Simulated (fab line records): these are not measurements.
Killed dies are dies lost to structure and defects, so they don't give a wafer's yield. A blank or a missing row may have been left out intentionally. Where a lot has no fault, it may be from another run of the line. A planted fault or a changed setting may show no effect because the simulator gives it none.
Chamber matching | flow sky130 | SKY_FIELD_ISO_CMP_27 on cmp-02 has 4 sister chambers
The step polishes, stops on Si3N4, t overpolish 16 s, target thk 457.8 nm. 4 wafers are shown with their chamber, then 9 later ones without.

EACH WAFER AND ITS CHAMBER
wafer  | chamber | motor_current_A (A)
L292.2 | 1       | 11.2
L304.2 | 2       | 12.0
L304.3 | 3       | 12.9
L304.5 | 0       | 14.0

WAFERS WITH NO CHAMBER GIVEN
wafer  | motor_current_A (A)
L305.1 | 11.1
L305.2 | 13.3
L305.6 | 13.3
L306.1 | 12.2
L306.2 | 14.4
L306.3 | 11.2
L307.2 | 12.1
L307.3 | 11.6
L307.6 | 11.4

CHAMBER TAKEN BY EACH
wafer  | from the rows above     | in truth
L305.1 | 1                       | 1
L305.2 | can't be placed: 3 or 0 | 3
L305.6 | can't be placed: 3 or 0 | 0
L306.1 | can't be placed: 2 or 3 | 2
L306.2 | 0                       | 0
L306.3 | 1                       | 1
L307.2 | 2                       | 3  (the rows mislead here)
L307.3 | can't be placed: 1 or 2 | 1
L307.6 | can't be placed: 1 or 2 | 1
Correct placement for 3 of the 9. Unplaceable from these rows: 5, with the true chamber sitting among the candidates in 5. 1 placed wrongly.
How it was worked out, from the rows above alone: a wafer's distance from a chamber is the root of the sum, over the readings, of the square of ((its reading less the chamber's mean) divided by the reading's scatter). The wafer belongs to the nearest chamber; if the next one is less than 2 further off, it can't be placed. For every chamber, the mean is computed from those of its wafers that are shown. The scatter: with one shown wafer a chamber, the root of the mean of the squares of how far each hidden wafer lies from its nearest shown one.
